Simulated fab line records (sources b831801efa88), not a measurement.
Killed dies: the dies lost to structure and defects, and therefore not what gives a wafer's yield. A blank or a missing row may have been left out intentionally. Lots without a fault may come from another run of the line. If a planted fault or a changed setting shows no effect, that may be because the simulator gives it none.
fab line records	flow sky130
[record] lots = 5	wafers = 15	lastDay = 50
route steps=708 shown VIA2@527 METAL3@532 CAPM@537 PAD_OPEN@708
lots untouched by any fault: they come from a run of this same line in which no faults occurred
startH: hours from the record's opening day to when the first of the lot's shown wafers began	waitH: hours from the lot's prior step to this one	" the same as in the row above	L1.1+2: a single row standing in for several wafers	- no value, or no start given	* or withheld: withheld	< > ~ a bound
route shown NAME@n: names a module that has steps shown in the file, with the first one's number in the route	usual: average and standard deviation across the fault-free wafers	same: alike in all rows	chamber/n: place in a boat	sites: the reading at each site	_std_site: standard deviation across them	_edge_site: inner sites' mean taken away from outer sites' mean	radiusMm: how far each site lies from the wafer's centre	mask NAME#n: copy n	behind: the last tool/chamber to shape the wafer	hold: why the lot went on hold/how many hours it stayed there/how the hold came to an end	device: names the non-switching transistor (n, p or np)	end of line: tests run on the same wafers once the route is complete	a step with no rows: only its recipe	killed: dies lost to structure and defects at the first sort, not the wafer's yield	map: a wafer's dies, x killed, . not, _ none there
set.NAME: the setting as run; set.NAME@STEP: as run at that earlier step	model.NAME: the simulator's own value behind a step, which no gauge read
lots at some steps of the route; a table a step, a row a wafer
services: a tool's chamber out of use, with start hour (startH, from the record's first day; less than 0 if before it), hours out, and reason
[[steps]]
[step SKY_VIA2_SPUTTER_20]
[recipe] material = TiN	targetThkNm = 20	chamberPressurePa = 5	powerW = 4000	timeS = 80
[step SKY_VIA2_CVD_21]
[recipe] material = W	targetThkNm = 420	timeS = 126.4	tempC = 400	pressureTorr = 40
[step SKY_VIA2_CMP_24]
[recipe] stopOn = SiO2	tOverpolishS = 20	downForcePsi = 3.5	platenRpm = 60	targetThkNm = 0	padVelocityMS = 0.94248
[step SKY_METAL3_SPUTTER_00]
[recipe] material = Ti	targetThkNm = 15	powerW = 3000	timeS = 10	chamberPressurePa = 0.4
[step SKY_METAL3_SPUTTER_01]
[recipe] material = TiN	targetThkNm = 20	powerW = 6500	timeS = 16.7	chamberPressurePa = 0.4
[step SKY_METAL3_SPUTTER_02]
[recipe] material = AlCu	targetThkNm = 735	powerW = 10600	timeS = 39.1	chamberPressurePa = 0.4
[step SKY_METAL3_SPUTTER_03]
[recipe] material = Ti	targetThkNm = 5	powerW = 3000	timeS = 3.3	chamberPressurePa = 0.4
[step SKY_METAL3_SPUTTER_04]
[recipe] material = TiN	targetThkNm = 70	powerW = 6500	timeS = 58.3	chamberPressurePa = 0.4
[step SKY_CAPM_CVD_00]
[recipe] material = SiO2	targetThkNm = 15.5	tempC = 400	timeS = withheld	rfW = 450
[step SKY_CAPM_SPUTTER_02]
[recipe] material = TiN	targetThkNm = 200	tempC = 300	powerW = 6500	timeS = 166.7	chamberPressurePa = 0.4
[usual] throttleValvePct = 30.3/0.86
lot.wafer	tool	chamber	startH	waitH	throttleValvePct	model.TiN_of_CAPM_SPUTTER_02.thkNm
L696.3	pvdSputter-01	-	914.15	0.0	30.3	199.2
L696.4	"	-	"	"	30.8	200.5
L696.5	"	-	"	"	30.6	200.7
L699.2	pvdSputter-01	-	936.86	0.0	30.8	321
L699.4	"	-	"	"	29.3	197.3
L699.6	"	-	"	"	31.0	198.7
L700.2	pvdSputter-01	-	941.47	0.0	31.1	200.9
L700.5	"	-	"	"	30.4	198.9
L700.6	"	-	"	"	30.6	323.4
L701.1	pvdSputter-01	-	948.91	0.1	30.3	327.4
L701.2	"	-	"	"	29.7	203
L701.5	"	-	"	"	29.3	203.5
L711.1	pvdSputter-01	-	1013.75	0.1	30.9	202.9
L711.3	"	-	"	"	30.6	204.1
L711.5	"	-	"	"	30.6	203.8
[step SKY_CAPM_RS_MEAS_03]
[recipe] thkMeasGauge = four-point-probe	reads = TiN_of_CAPM_SPUTTER_02
[usual] CAPM_TIN_RS = 6.91/0.068
lot.wafer	tool	chamber	startH	waitH	CAPM_TIN_RS[ohm/sq]
L696.3	filmMetro-03	-	914.30	0.1	6.95
L696.4	"	-	"	"	6.89
L696.5	"	-	"	"	6.89
L699.2	filmMetro-02	-	936.99	0.1	4.26
L699.4	"	-	"	"	7.02
L699.6	"	-	"	"	6.96
L700.2	filmMetro-03	-	941.60	0.1	6.88
L700.5	"	-	"	"	6.94
L700.6	"	-	"	"	4.24
L701.1	filmMetro-03	-	949.02	0.1	4.18
L701.2	"	-	"	"	6.78
L701.5	"	-	"	"	6.80
L711.1	filmMetro-02	-	1013.86	0.1	6.80
L711.3	"	-	"	"	6.77
L711.5	"	-	"	"	6.78
[step SKY_CAPM_THK_MEAS_04]
[recipe] thkMeasGauge = xrf	reads = TiN_of_CAPM_SPUTTER_02
[usual] CAPM_TIN_THK = 200.9/2.2
lot.wafer	tool	chamber	startH	waitH	CAPM_TIN_THK[nm]
L696.3	filmMetro-03	-	914.40	0.1	198.2
L696.4	"	-	"	"	199.9
L696.5	"	-	"	"	200.5
L699.2	filmMetro-02	-	937.10	0.1	322.9
L699.4	"	-	"	"	198.2
L699.6	"	-	"	"	199.2
L700.2	filmMetro-03	-	941.71	0.1	200.5
L700.5	"	-	"	"	199.0
L700.6	"	-	"	"	324.6
L701.1	filmMetro-03	-	949.14	0.1	328.8
L701.2	"	-	"	"	203.3
L701.5	"	-	"	"	203.2
L711.1	filmMetro-02	-	1013.98	0.1	203.9
L711.3	"	-	"	"	205.7
L711.5	"	-	"	"	205.1
[step SKY_CAPM_DEHYDRATE_05]
[recipe] tempC = 200	timeS = 60
[step SKY_CAPM_HMDS_06]
[recipe] primeTimeS = 60	primeTempC = 120
[step SKY_CAPM_COAT_07]
[recipe] resist = NOVOLAK	spinRpm = 3000	resistThkNm = 1140
[step SKY_CAPM_SOFTBAKE_08]
[recipe] tempC = 90	timeS = 60	resist = NOVOLAK
[step SKY_CAPM_EXPOSE_09]
[recipe] maskId = CAPM	na = 0.6	sourceShape = conventional	sigmaOuter = 0.6	polarization = unpolarized	targetCdNm = 1000	doseMj = 159
[step SKY_CAPM_PEB_10]
[recipe] tempC = withheld	timeS = *	resist = NOVOLAK
[step SKY_CAPM_DEVELOP_11]
[recipe] resist = NOVOLAK	developer = TMAH	developTimeS = 60	devTempC = 23
[step SKY_CAPM_METAL_ETCH_13]
[recipe] targetDepthNm = 220	stopOn = SiO2	chemistry = Cl2/BCl3	target = TiN	pressureMtorr = 10	icpW = 900	biasW = 48.5	Cl2_flow_sccm = 60	bcl3FlowSccm = 30	timeS = 62.9
[usual] drypumpMotorCurrentA = 5.6/0.36	mfcCl2Sccm = 59.99/0.17	oesProductAu = 0.941/0.0072	throttleValvePct = 21.901/0.01
[same] timeS = 62.9
lot.wafer	tool	chamber	startH	waitH	drypumpMotorCurrentA	mfcCl2Sccm	oesProductAu	rfHoursCounterH	throttleValvePct
L696.3	rieMetal-04	1	939.21	0.0	5.8	60.04	0.945	-	21.895
L696.4	"	0	"	"	5.9	59.76	0.943	-	21.903
L696.5	"	0	"	"	5.9	60.06	0.946	-	21.899
L699.2	rieMetal-03	1	961.28	0.0	4.8	59.92	0.999	4	21.872
L699.4	"	0	"	"	5.9	60.09	0.927	-	21.909
L699.6	"	0	"	"	5.9	60.14	0.934	-	21.890
L700.2	rieMetal-03	1	964.99	0.0	4.8	60.07	0.940	4	21.910
L700.5	"	1	"	"	4.8	59.93	0.935	-	21.918
L700.6	"	0	"	"	5.9	60.00	0.999	-	21.855
L701.1	rieMetal-04	1	972.33	0.0	5.8	60.01	0.995	13	21.854
L701.2	"	0	"	"	5.9	60.13	0.944	6	21.908
L701.5	"	1	"	"	5.8	60.03	0.948	-	21.910
L711.1	rieMetal-04	0	1036.03	0.0	5.9	59.77	0.951	9	21.904
L711.3	"	0	"	"	5.9	59.63	0.950	-	21.909
L711.5	"	1	"	"	5.7	60.18	0.945	-	21.905
[step SKY_CAPM_STRIP_14]
[recipe] chemistry = O2/N2	powerW = 1400	pressureMtorr = 1500	platenTempC = withheld	o2FlowSccm = 3000	n2FlowSccm = 300	overashFraction = 0.5
[step SKY_CAPM_STRIP_15]
[recipe] chemistry = postEtchResidueRemover	timeS = 1200	tempC = 72.5
[step SKY_CAPM_CLEAN_16]
[recipe] chemistry = IPA	timeS = 180	tempC = 25
[step SKY_CAPM_CLEAN_17]
[recipe] chemistry = O3/DIW	dry = n2Spin
[step SKY_METAL3_DEHYDRATE_05]
[recipe] tempC = 200	timeS = 60
[step SKY_METAL3_HMDS_06]
[recipe] primeTimeS = 60	primeTempC = 120
[step SKY_METAL3_COAT_07]
[recipe] resist = BARC	tempC = withheld	timeS = withheld	spinRpm = 3000	resistThkNm = 60
[step SKY_METAL3_COAT_08]
[recipe] resist = KrF-thick	spinRpm = 3000	resistThkNm = 1140
[step SKY_METAL3_SOFTBAKE_09]
[recipe] tempC = 100	timeS = 90	resist = KrF-thick
[step SKY_METAL3_EXPOSE_10]
[recipe] maskId = MM3	na = 0.68	sourceShape = annular	sigmaInner = 0.4	sigmaOuter = 0.8	targetCdNm = 300	doseMj = 28
[step SKY_METAL3_PEB_11]
[recipe] pebTempC = withheld	pebTimeS = withheld	resist = KrF-thick
[step SKY_METAL3_DEVELOP_12]
[recipe] developTimeS = 60	resist = KrF-thick	devTempC = 21
[step SKY_METAL3_DESCUM_15]
[recipe] chemistry = O2	sourcePowerW = 150	biasPowerW = 0	pressureMtorr = 10	tempC = 40	timeS = 8
[step SKY_METAL3_ETCH_16]
[recipe] chemistry = N2/H2	target = BARC	ionEnergyEv = 200	biasW = 100	pressureMtorr = 30	n2FlowSccm = 100	h2FlowSccm = 200	icpW = 500	stopOn = SiO2	timeS = 88.2	targetDepthA = 600
[step SKY_METAL3_ETCH_17]
[recipe] target = SiO2	stopOn = TiN	chemistry = C4F8/O2/Ar	sourceW = 1500	biasW = 1200	pressureMtorr = 40	c4f8FlowSccm = withheld	O2_flow_sccm = 6	Ar_flow_sccm = 300	timeS = 3.9	targetDepthA = 150
[step SKY_METAL3_METAL_ETCH_18]
[recipe] targetDepthA = 8450	stopOn = SiO2	overEtchFrac = 0.3	timeS = 183.1	chemistry = Cl2/BCl3	resistSidewallDeg = 88	pressureMtorr = 10	icpW = 900	biasW = 48.5	Cl2_flow_sccm = 60	bcl3FlowSccm = 30
[step SKY_METAL3_STRIP_20]
[recipe] chemistry = postEtchResidueRemover	timeS = 1200	tempC = 72.5
[same] timeS = 1200
lot.wafer	tool	chamber	startH	waitH	model.TiN_of_CAPM_SPUTTER_02.thkNm
L696.3	wetBench-03	2	964.43	0.0	198.3
L696.4	"	2	"	"	199.6
L696.5	"	2	"	"	199.8
L699.2	wetBench-01	3	986.38	0.1	320.1
L699.4	"	3	"	"	196.5
L699.6	"	3	"	"	197.9
L700.2	wetBench-03	0	989.76	0.1	200
L700.5	"	0	"	"	198.1
L700.6	"	0	"	"	322.6
L701.1	wetBench-03	1	997.04	0.1	326.6
L701.2	"	1	"	"	202.1
L701.5	"	1	"	"	202.7
L711.1	wetBench-01	1	1058.43	0.1	202
L711.3	"	1	"	"	203.3
L711.5	"	1	"	"	202.9
[step SKY_PAD_OPEN_PROBE_99]
[usual] defectLimitedYield = 82.4/1.8	killed_at_M0_to_M3 = 43/6.5	killed_at_M4_up = 3.2/1.8	killedAtContacts = 24/5.2	killedAtFrontEnd = 15/4	killedAtOther = 0.4/0.69	killedDies = 86/8.7	killedOpen = 47/7	killedShort = 39/5.7
[same] grossDies = 492	killedAtBackSide = 0
lot.wafer	tool	chamber	startH	waitH	defectLimitedYield[%]	killed_at_M0_to_M3	killed_at_M4_up	killedAtContacts	killedAtFrontEnd	killedAtOther	killedDies	killedOpen	killedShort	model.etest.tester.sortNPass	model.etest.tester.sortYieldPct	model.etest.tester.sort_bin_4_pct	model.etest.met3.lineOhmUm	model.etest.tester.sort_bin_3_pct	model.etest.via3Chain.rcOhm	model.etest.met3.rsOhmSq	model.etest.capMim.plateOhmSq
L696.3	prober-02	-	1126.62	0.2	81.9	43	2	23	20	1	89	56	32	403	81.91	0	0.1433	0.6098	9.735	0.04262	6.028
L696.4	prober-02	-	1126.67	0.2	79.9	46	3	27	20	3	99	60	37	393	79.88	0	0.1417	0.813	9.559	0.04239	5.993
L696.5	prober-02	-	1126.72	0.2	80.7	53	9	16	15	2	95	51	42	397	80.69	0	0.1421	0.813	9.598	0.04268	5.9
L699.2	prober-01	-	1144.82	0.1	81.3	49	4	25	14	0	92	45	47	0	0	57	40.17	25.52	40.86	11.97	3.736
L699.4	prober-01	-	1144.92	0.2	83.1	34	5	23	21	0	83	38	44	409	83.13	0	0.1449	0.4065	9.616	0.04314	6.051
L699.6	prober-01	-	1145.02	0.2	82.5	38	4	28	16	0	86	48	37	406	82.52	0	0.1463	0.813	9.164	0.04359	6.046
L700.2	prober-02	-	1146.32	0.1	83.5	46	1	13	21	0	81	42	38	411	83.54	0	0.141	0.4065	10.06	0.04281	5.925
L700.5	prober-02	-	1146.47	0.2	82.3	38	7	24	18	0	87	44	43	405	82.32	0	0.1453	1.423	10.02	0.04328	6.037
L700.6	prober-02	-	1146.52	0.2	83.5	42	2	22	14	1	81	50	31	0	0	49.36	38.7	34.38	38.3	11.74	3.674
L701.1	prober-01	-	1151.44	0.1	83.3	48	3	19	12	0	82	43	39	0	0	34.86	37.63	49.08	36.29	11.21	3.661
L701.2	prober-01	-	1151.49	0.1	82.9	48	1	21	14	0	84	48	36	408	82.93	0	0.1391	0.813	9.729	0.04194	5.944
L701.5	prober-01	-	1151.64	0.2	82.5	43	4	28	11	0	86	41	45	406	82.52	0	0.1431	1.22	9.469	0.04246	5.833
L711.1	prober-01	-	1198.26	0.1	83.3	45	3	21	13	0	82	38	44	410	83.33	0	0.1409	0.6098	9.854	0.04211	5.875
L711.3	prober-01	-	1198.36	0.2	80.9	50	5	21	18	0	94	50	44	398	80.89	0	0.1407	1.22	9.165	0.04188	5.926
L711.5	prober-01	-	1198.46	0.2	83.5	38	5	20	18	0	81	44	37	411	83.54	0	0.1388	0.2033	10.03	0.04129	5.883
// killed by level:class
L696.3 CONTACT:geometricParticle:open=10 VIA1:geometricParticle:open=10 METAL1:geometricParticle:short=9 FIELD_ISO:geometricParticle:short=7 LI_CONTACT:geometricParticle:open=7 VIA3:geometricParticle:open=7 FIELD_ISO:geometricParticle:open=6 VIA2:geometricParticle:open=5
L696.4 LI_CONTACT:geometricParticle:open=12 CONTACT:geometricParticle:open=9 VIA3:geometricParticle:open=9 VIA1:geometricParticle:open=8 VIA2:geometricParticle:open=7 POLY_GATE:geometricParticle:open=6 METAL1:geometricParticle:short=6 METAL2:geometricParticle:short=6
L696.5 VIA1:geometricParticle:open=18 VIA1:geometricParticle:short=8 METAL4:geometricParticle:short=7 FIELD_ISO:geometricParticle:short=6 LI_CONTACT:geometricParticle:open=6 CONTACT:geometricParticle:open=6 VIA2:geometricParticle:open=6 METAL2:geometricParticle:short=5
L699.2 VIA1:geometricParticle:open=10 VIA3:geometricParticle:open=8 LOCAL_INTERCONNECT:geometricParticle:short=7 LI_CONTACT:geometricParticle:open=6 CONTACT:geometricParticle:short=6 METAL1:geometricParticle:short=6 VIA2:geometricParticle:open=6 FIELD_ISO:geometricParticle:open=5
L699.4 VIA1:geometricParticle:open=8 POLY_GATE:geometricParticle:short=7 METAL1:geometricParticle:short=7 LOCAL_INTERCONNECT:geometricParticle:short=7 CONTACT:geometricParticle:open=7 VIA3:geometricParticle:open=7 FIELD_ISO:geometricParticle:short=5 METAL4:geometricParticle:short=4
L699.6 VIA1:geometricParticle:short=8 VIA1:geometricParticle:open=8 LI_CONTACT:geometricParticle:open=7 LOCAL_INTERCONNECT:geometricParticle:short=6 CONTACT:geometricParticle:open=6 VIA3:geometricParticle:open=6 POLY_GATE:geometricParticle:open=5 VIA2:geometricParticle:open=5
L700.2 METAL1:geometricParticle:short=10 VIA3:geometricParticle:open=10 FIELD_ISO:geometricParticle:open=6 VIA1:geometricParticle:open=6 METAL2:geometricParticle:short=5 POLY_GATE:geometricParticle:open=4 POLY_GATE:geometricParticle:short=4 LI_CONTACT:geometricParticle:open=4
L700.5 VIA1:geometricParticle:short=8 LI_CONTACT:geometricParticle:open=8 VIA1:geometricParticle:open=8 POLY_GATE:geometricParticle:short=7 VIA3:geometricParticle:open=6 METAL1:geometricParticle:short=5 CONTACT:geometricParticle:short=4 CONTACT:geometricParticle:open=4
L700.6 VIA1:geometricParticle:open=12 VIA3:geometricParticle:open=7 LOCAL_INTERCONNECT:geometricParticle:short=6 CONTACT:geometricParticle:open=6 VIA2:geometricParticle:open=6 POLY_GATE:geometricParticle:short=4 LI_CONTACT:geometricParticle:open=4 METAL1:geometricParticle:short=4
L701.1 VIA1:geometricParticle:open=9 VIA1:geometricParticle:short=8 VIA3:geometricParticle:open=8 CONTACT:geometricParticle:short=6 CONTACT:geometricParticle:open=6 METAL1:geometricParticle:short=6 VIA2:geometricParticle:open=6 FIELD_ISO:geometricParticle:open=4
L701.2 VIA1:geometricParticle:open=14 LI_CONTACT:geometricParticle:open=8 VIA2:geometricParticle:open=8 METAL1:geometricParticle:short=6 VIA1:geometricParticle:short=5 POLY_GATE:geometricParticle:open=4 LI_CONTACT:geometricParticle:short=4 LOCAL_INTERCONNECT:geometricParticle:short=4
L701.5 VIA1:geometricParticle:open=9 METAL1:geometricParticle:short=8 LOCAL_INTERCONNECT:geometricParticle:short=7 CONTACT:geometricParticle:open=7 LI_CONTACT:geometricParticle:open=6 CONTACT:geometricParticle:short=6 VIA2:geometricParticle:open=6 VIA3:geometricParticle:open=6
L711.1 VIA1:geometricParticle:open=9 METAL2:geometricParticle:short=9 METAL1:geometricParticle:short=8 CONTACT:geometricParticle:open=6 CONTACT:geometricParticle:short=6 FIELD_ISO:geometricParticle:open=5 POLY_GATE:geometricParticle:short=5 VIA3:geometricParticle:open=5
L711.3 VIA1:geometricParticle:open=15 CONTACT:geometricParticle:open=9 FIELD_ISO:geometricParticle:short=8 LI_CONTACT:geometricParticle:open=8 VIA1:geometricParticle:short=7 POLY_GATE:geometricParticle:open=5 METAL1:geometricParticle:short=5 METAL2:geometricParticle:short=5
L711.5 CONTACT:geometricParticle:open=9 VIA1:geometricParticle:open=9 METAL2:geometricParticle:short=8 VIA3:geometricParticle:open=8 FIELD_ISO:geometricParticle:open=5 POLY_GATE:geometricParticle:short=4 POLY_GATE:geometricParticle:open=4 CONTACT:geometricParticle:short=4
[[services]]
tool	chamber	startH	hours	kind
pvdSputter-01	0	958.13	-	consumableReplace:kit
pvdSputter-01	0	958.13	18.0	scheduledDown
pvdSputter-01	0	958.13	18.0	ventCycle
pvdSputter-01	-	975.62	1.3	repair
[[key]]
[firstSign] step = SKY_CAPM_RS_MEAS_03	reading = CAPM_TIN_RS	direction = down	sigmas = 39	usual = 6.91	struck = 4.23
[effect] step = SKY_CAPM_THK_MEAS_04	reading = CAPM_TIN_THK	direction = up	sigmas = 56	usual = 200.9	struck = 325.4
[effect] step = SKY_CAPM_METAL_ETCH_13	reading = oesProductAu	direction = up	sigmas = 7.9	usual = 0.941	struck = 0.998
[modelEffect] step = SKY_CAPM_SPUTTER_02	value = TiN_of_CAPM_SPUTTER_02.thkNm	without = 200.7	struck = 323.9
[modelEffect] step = SKY_METAL3_STRIP_20	value = TiN_of_CAPM_SPUTTER_02.thkNm	without = 199.8	struck = 323.1
[modelEffect] step = SKY_PAD_OPEN_PROBE_99	value = etest.tester.sortNPass	without = 407	struck = 0
metAt SKY_CAPM_SPUTTER_02
struckWafers L699.2,L700.6,L701.1
onsetBetween 914.15 936.86
[fault] kind = processParameterDrift	tool = pvdSputter-01	chamber = -	onsetH = 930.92	steps = SKY_CAPM_SPUTTER_02	channel = targetThkNm	offset = 123.26	shape = step	endH = 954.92	actsIn = theseRecipesOnly	stated = 200	scope = struckWafersOnly
